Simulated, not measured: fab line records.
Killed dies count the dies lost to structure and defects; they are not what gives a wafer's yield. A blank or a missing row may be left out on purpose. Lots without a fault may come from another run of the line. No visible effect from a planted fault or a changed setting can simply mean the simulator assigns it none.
fab line records -- flow sfq-line
record: lots: 13, wafers: 39, last-day: 95
route steps=325 shown L0V@26 M2@90 I7@298
lots with no fault: from the same line, run without faults
start-h: start of the lot's first displayed wafer, in hours after the record's first day -- wait-h: how many hours have passed since the lot's step before this one -- " unchanged from the row above -- L1.1+2: one row covering several wafers at once -- - value missing, or start not given -- * or withheld: withheld -- < > ~ a bound
route shown NAME@n: NAME is a module with steps in the file, n the number in the route of the first one -- usual: mean and standard deviation over wafers with no fault -- same: alike in all rows -- chamber/n: place in a boat -- sites: each site's reading -- _std_site: standard deviation of those values -- _edge_site: inner sites' mean taken away from outer sites' mean -- radius-mm: how far each site lies from the wafer's centre -- mask NAME#n: copy n -- behind: the last tool/chamber to shape the wafer -- hold: the reason the lot was held/the length of the hold in hours/how it ended -- device: the transistor (n, p or np) that didn't switch -- end of line: tests run on the same wafers once the route is complete -- a step given without rows: its recipe and nothing more -- killed: dies lost to structure and defects at the first sort, not the wafer's yield -- map: dies across one wafer; x = killed, . = not, _ = none there
set.NAME: the setting the step ran with; set.NAME@STEP: the setting that earlier step ran with -- model.NAME: the simulator's own value behind a step, which no gauge read
a sample of lots followed through the steps of the route, with each step as a table and each wafer as a row
services: when a tool's chamber went out of use (start-h, in hours from the record's first day, below 0 if earlier), for how many hours, and the reason
== steps ==
step: SFQ_TRILAYER_L0_VIA_STRIP_STRIP_017
recipe: gas: O2, power-w: 200, platen-temp-c: 40, overash-fraction: 0.65, chemistry: O2, pressure-mtorr: 50
usual: drypump-motor-current-A: 5.9/0.34, oes-product-au: 1.004/0.0076
lot.wafer,tool,chamber,start-h,wait-h,drypump-motor-current-A,oes-product-au,rf-hours-counter-h
L414.2,rie-metal-02,0,138.80,-,5.4,0.987,200
L414.3,rie-metal-02,0,138.80,-,5.4,0.990,-
L414.4,rie-metal-02,1,138.80,-,6.2,0.992,-
L415.3,rie-metal-02,0,141.40,-,5.4,0.975,-
L415.4,rie-metal-02,1,141.40,-,6.3,1.004,-
L415.6,rie-metal-02,0,141.40,-,5.4,0.988,-
L416.1,rie-metal-01,1,142.40,-,5.5,1.013,33
L416.4,rie-metal-01,0,142.40,-,5.8,1.007,-
L416.5,rie-metal-01,1,142.40,-,5.4,1.024,-
L418.3,rie-metal-04,0,147.40,-,6.2,1.010,-
L418.4,rie-metal-04,1,147.40,-,6.1,1.001,-
L418.5,rie-metal-04,0,147.40,-,6.2,1.009,-
L420.4,rie-metal-01,0,151.00,-,5.8,1.001,-
L420.5,rie-metal-01,1,151.00,-,5.4,0.994,-
L420.6,rie-metal-01,0,151.00,-,5.8,1.007,-
L423.1,rie-metal-02,1,159.16,-,6.3,1.004,91
L423.5,rie-metal-02,1,159.16,-,6.2,1.006,-
L423.6,rie-metal-02,1,159.16,-,6.3,0.999,-
L424.3,rie-metal-04,1,160.56,-,6.0,1.001,-
L424.4,rie-metal-04,0,160.56,-,6.2,1.009,-
L424.5,rie-metal-04,1,160.56,-,6.1,1.005,-
L426.1,rie-metal-02,1,165.16,-,6.2,1.011,92
L426.2,rie-metal-02,1,165.16,-,6.2,0.999,-
L426.6,rie-metal-02,1,165.16,-,6.2,1.012,-
L429.1,rie-metal-02,1,173.68,-,6.2,1.012,94
L429.2,rie-metal-02,0,173.68,-,5.4,1.010,0
L429.6,rie-metal-02,0,173.68,-,5.4,1.021,-
L433.1,rie-metal-01,1,310.63,-,5.5,0.997,49
L433.2,rie-metal-01,0,310.63,-,5.9,1.012,34
L433.5,rie-metal-01,0,310.63,-,5.9,1.009,-
L435.2,rie-metal-04,0,342.69,-,6.2,1.004,43
L435.3,rie-metal-04,0,342.69,-,6.2,1.014,-
L435.4,rie-metal-04,1,342.69,-,6.0,1.001,-
L436.3,rie-metal-01,1,349.64,-,5.5,1.010,-
L436.4,rie-metal-01,0,349.64,-,5.9,0.993,-
L436.6,rie-metal-01,1,349.64,-,5.4,1.008,-
L437.1,rie-metal-04,1,357.84,-,6.1,0.998,75
L437.3,rie-metal-04,0,357.84,-,6.2,1.012,-
L437.6,rie-metal-04,1,357.84,-,6.1,1.005,-
step: SFQ_M2_RS_MEAS_914
recipe: thk-meas-gauge: four-point-probe, reads: Nb_of_TRILAYER_M2_DEP_SPUTTER_055
usual: M2_NB_RS: 0.886/0.0087
lot.wafer,tool,chamber,start-h,wait-h,M2_NB_RS[ohm/sq]
L414.2,film-metro-02,-,574.31,0.1,0.888
L414.3,film-metro-02,-,574.31,0.1,0.886
L414.4,film-metro-02,-,574.31,0.1,0.874
L415.3,film-metro-03,-,577.31,0.1,0.885
L415.4,film-metro-03,-,577.31,0.1,0.885
L415.6,film-metro-03,-,577.31,0.1,0.884
L416.1,film-metro-02,-,577.89,0.0,0.876
L416.4,film-metro-02,-,577.89,0.0,0.887
L416.5,film-metro-02,-,577.89,0.0,0.886
L418.3,film-metro-02,-,581.51,0.1,0.904
L418.4,film-metro-02,-,581.51,0.1,0.883
L418.5,film-metro-02,-,581.51,0.1,0.896
L420.4,film-metro-02,-,586.33,0.1,0.881
L420.5,film-metro-02,-,586.33,0.1,0.875
L420.6,film-metro-02,-,586.33,0.1,0.895
L423.1,film-metro-03,-,591.07,0.0,0.883
L423.5,film-metro-03,-,591.07,0.0,0.885
L423.6,film-metro-03,-,591.07,0.0,0.880
L424.3,film-metro-03,-,595.91,0.1,0.878
L424.4,film-metro-03,-,595.91,0.1,0.881
L424.5,film-metro-03,-,595.91,0.1,0.872
L426.1,film-metro-03,-,600.67,0.0,0.884
L426.2,film-metro-03,-,600.67,0.0,0.891
L426.6,film-metro-03,-,600.67,0.0,0.896
L429.1,film-metro-03,-,617.60,0.0,0.875
L429.2,film-metro-03,-,617.60,0.0,0.882
L429.6,film-metro-03,-,617.60,0.0,0.879
L433.1,film-metro-04,-,625.55,0.0,0.883
L433.2,film-metro-04,-,625.55,0.0,0.884
L433.5,film-metro-04,-,625.55,0.0,0.877
L435.2,film-metro-04,-,936.43,0.1,0.893
L435.3,film-metro-04,-,936.43,0.1,0.894
L435.4,film-metro-04,-,936.43,0.1,0.899
L436.3,film-metro-03,-,940.85,0.1,0.885
L436.4,film-metro-03,-,940.85,0.1,0.901
L436.6,film-metro-03,-,940.85,0.1,0.895
L437.1,film-metro-03,-,952.21,0.0,0.889
L437.3,film-metro-03,-,952.21,0.0,0.882
L437.6,film-metro-03,-,952.21,0.0,0.891
step: SFQ_TRILAYER_M2_LITHO_PEB_060
recipe: peb-temp-c: 115, peb-time-s: 60, resist: KrF
usual: heater-power-total-W: 79.15/0.067, plate-temp-C: 115.00/0.14
lot.wafer,tool,chamber,start-h,wait-h,heater-power-total-W,plate-temp-C
L414.2,litho-track-01,0,747.43,0.8,79.13,114.90
L414.3,litho-track-01,0,747.43,0.8,79.16,115.01
L414.4,litho-track-01,0,747.43,0.8,79.17,115.19
L415.3,litho-track-01,0,749.85,0.7,79.11,114.91
L415.4,litho-track-01,0,749.85,0.7,79.10,114.89
L415.6,litho-track-01,0,749.85,0.7,79.17,114.96
L416.1,litho-track-02,0,752.20,1.0,79.19,114.95
L416.4,litho-track-02,0,752.20,1.0,79.20,114.81
L416.5,litho-track-02,0,752.20,1.0,79.09,114.84
L418.3,litho-track-02,0,755.85,0.7,79.15,114.94
L418.4,litho-track-02,0,755.85,0.7,79.22,115.04
L418.5,litho-track-02,0,755.85,0.7,79.19,114.99
L420.4,litho-track-04,0,759.48,0.5,78.95,115.01
L420.5,litho-track-04,0,759.48,0.5,79.15,114.93
L420.6,litho-track-04,0,759.48,0.5,79.16,115.02
L423.1,litho-track-02,0,765.40,1.0,79.08,115.02
L423.5,litho-track-02,0,765.40,1.0,79.17,115.02
L423.6,litho-track-02,0,765.40,1.0,79.20,114.79
L424.3,litho-track-01,0,771.58,0.7,79.11,114.91
L424.4,litho-track-01,0,771.58,0.7,79.12,114.98
L424.5,litho-track-01,0,771.58,0.7,79.24,115.02
L426.1,litho-track-01,0,775.39,1.0,79.22,115.08
L426.2,litho-track-01,0,775.39,1.0,79.25,114.95
L426.6,litho-track-01,0,775.39,1.0,79.12,115.07
L429.1,litho-track-04,0,780.19,1.0,79.18,115.09
L429.2,litho-track-04,0,780.19,1.0,79.17,115.00
L429.6,litho-track-04,0,780.19,1.0,79.14,114.89
L433.1,litho-track-01,0,785.60,1.0,79.16,114.92
L433.2,litho-track-01,0,785.60,1.0,81.11,-
L433.5,litho-track-01,0,785.60,1.0,79.14,115.08
L435.2,litho-track-02,0,939.30,0.8,79.18,114.91
L435.3,litho-track-02,0,939.30,0.8,79.15,114.99
L435.4,litho-track-02,0,939.30,0.8,79.13,114.98
L436.3,litho-track-02,0,952.08,0.7,79.18,115.02
L436.4,litho-track-02,0,952.08,0.7,79.27,115.03
L436.6,litho-track-02,0,952.08,0.7,79.19,115.11
L437.1,litho-track-01,0,976.03,1.0,79.11,115.07
L437.3,litho-track-01,0,976.03,1.0,79.08,115.18
L437.6,litho-track-01,0,976.03,1.0,79.23,115.05
step: SFQ_I7_BOW_MEAS_946
recipe: mode: bow
usual: I7_BOW: 7/12
lot.wafer,tool,chamber,start-h,wait-h,I7_BOW[um]
L414.2,film-metro-03,-,1727.81,2.5,-4
L414.3,film-metro-03,-,1727.81,2.5,-11
L414.4,film-metro-03,-,1727.81,2.5,-9
L415.3,film-metro-02,-,1799.37,2.0,-20
L415.4,film-metro-02,-,1799.37,2.0,-18
L415.6,film-metro-02,-,1799.37,2.0,-16
L416.1,film-metro-03,-,1800.53,2.0,9
L416.4,film-metro-03,-,1800.53,2.0,5
L416.5,film-metro-03,-,1800.53,2.0,-2
L418.3,film-metro-04,-,1849.81,2.0,13
L418.4,film-metro-04,-,1849.81,2.0,2
L418.5,film-metro-04,-,1849.81,2.0,9
L420.4,film-metro-02,-,2015.20,1.1,15
L420.5,film-metro-02,-,2015.20,1.1,31
L420.6,film-metro-02,-,2015.20,1.1,19
L423.1,film-metro-02,-,2036.14,2.5,10
L423.5,film-metro-02,-,2036.14,2.5,3
L423.6,film-metro-02,-,2036.14,2.5,3
L424.3,film-metro-03,-,2037.32,1.5,11
L424.4,film-metro-03,-,2037.32,1.5,-2
L424.5,film-metro-03,-,2037.32,1.5,7
L426.1,film-metro-02,-,2042.14,2.5,12
L426.2,film-metro-02,-,2042.14,2.5,8
L426.6,film-metro-02,-,2042.14,2.5,29
L429.1,film-metro-04,-,2055.28,1.0,2
L429.2,film-metro-04,-,2055.28,1.0,15
L429.6,film-metro-04,-,2055.28,1.0,23
L433.1,film-metro-02,-,2073.63,2.0,21
L433.2,film-metro-02,-,2073.63,2.0,28
L433.5,film-metro-02,-,2073.63,2.0,26
L435.2,film-metro-02,-,2103.85,2.5,15
L435.3,film-metro-02,-,2103.85,2.5,23
L435.4,film-metro-02,-,2103.85,2.5,16
L436.3,film-metro-02,-,2107.69,1.5,-13
L436.4,film-metro-02,-,2107.69,1.5,-15
L436.6,film-metro-02,-,2107.69,1.5,-17
L437.1,film-metro-03,-,2110.65,2.0,1
L437.3,film-metro-03,-,2110.65,2.0,8
L437.6,film-metro-03,-,2110.65,2.0,-5
== services ==
tool,chamber,start-h,hours,kind
rie-metal-02,0,146.30,-,clean
rie-metal-02,0,146.30,24.1,scheduled-down
rie-metal-02,0,146.30,24.1,vent-cycle
rie-metal-01,-,158.66,0.6,repair
rie-metal-01,0,183.14,10.2,repair
rie-metal-01,-,222.32,0.2,repair
rie-metal-02,0,227.83,25.7,repair
rie-metal-02,-,334.85,1.4,pm
rie-metal-02,1,339.84,8.7,repair
rie-metal-01,1,480.73,7.6,repair
rie-metal-04,1,493.02,3.1,repair
rie-metal-02,-,522.92,14.6,pm
rie-metal-02,1,541.72,-,clean
rie-metal-02,1,572.53,6.3,repair
rie-metal-01,1,654.39,5.0,repair
rie-metal-04,0,657.09,4.5,repair
rie-metal-02,-,790.26,0.8,repair
rie-metal-01,0,824.17,10.3,repair
rie-metal-02,1,837.73,16.1,repair
rie-metal-04,0,871.60,8.3,repair
rie-metal-01,-,879.37,2.8,pm
rie-metal-02,1,885.18,5.5,repair
rie-metal-01,1,901.27,3.4,repair
rie-metal-01,0,964.07,6.5,repair
== key ==
first-sign: step: SFQ_TRILAYER_M2_LITHO_PEB_060, reading: heater-power-total-W, direction: up, sigmas: 29, usual: 79.15, struck: 81.11
effect none on later readings
met-at SFQ_TRILAYER_M2_LITHO_PEB_060
struck-lots L433
struck-wafers L433.2
not-acting-at SFQ_TRILAYER_L0_VIA_STRIP_STRIP_017,SFQ_M2_RS_MEAS_914,SFQ_I7_BOW_MEAS_946
onset-between 775.39 785.60
fault: kind: process-parameter-drift, tool: litho-track-01, chamber: -, onset-h: 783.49, steps: SFQ_TRILAYER_M2_LITHO_PEB_060, channel: peb-time-s, offset: *, shape: step, end-h: 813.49, scope: struck-wafers-only, acts-in: *, stated: *
